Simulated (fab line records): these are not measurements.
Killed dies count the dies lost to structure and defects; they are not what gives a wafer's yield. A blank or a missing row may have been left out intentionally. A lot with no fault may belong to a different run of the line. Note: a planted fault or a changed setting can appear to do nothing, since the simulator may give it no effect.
Matching of chambers ; flow gf180mcu ; 4 sister chambers for GF_V1_CMP_26 on cmp-02
The step polishes, stops on SiO2, t overpolish 15 s, target thk 0 nm. 4 wafers are shown with their chamber, then 12 later ones without.

== EACH WAFER AND ITS CHAMBER ==
wafer;chamber;motor_current_A (A)
L091.4;1;13.8
L091.5;3;12.1
L092.2;2;9.9
L092.5;0;9.7

== WAFERS MISSING THEIR CHAMBER ==
wafer;motor_current_A (A)
L094.2;11.2
L094.3;9.8
L094.4;10.7
L093.3;9.8
L093.4;12.9
L093.6;13.1
L095.1;13.1
L095.5;11.1
L095.6;9.8
L096.2;10.7
L096.3;13.1
L096.5;13.1

== WHICH CHAMBER EACH ONE RAN IN ==
wafer;from the rows above;in truth
L094.2;can't be placed: 3 or 2 or 0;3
L094.3;can't be placed: 2 or 0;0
L094.4;can't be placed: 2 or 0 or 3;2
L093.3;can't be placed: 2 or 0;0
L093.4;can't be placed: 3 or 1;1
L093.6;can't be placed: 1 or 3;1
L095.1;can't be placed: 1 or 3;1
L095.5;can't be placed: 3 or 2 or 0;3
L095.6;can't be placed: 2 or 0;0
L096.2;can't be placed: 2 or 0 or 3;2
L096.3;can't be placed: 1 or 3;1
L096.5;can't be placed: 1 or 3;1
Correctly placed: 0 of 12. These rows do not allow placing 12 (true chamber among the candidates in 12). Placed wrongly: 0.
How it was worked out, from the rows above alone: a wafer's distance from a chamber is the root of the sum, over the readings, of the square of ((its reading less the chamber's mean) divided by the reading's scatter). The wafer belongs to the nearest chamber; if the next one is less than 2 further off, it can't be placed. For every chamber, the mean is computed from those of its wafers that are shown. The scatter (one wafer shown for each chamber): square how far every hidden wafer sits from the nearest shown wafer, average those squares and take the square root.
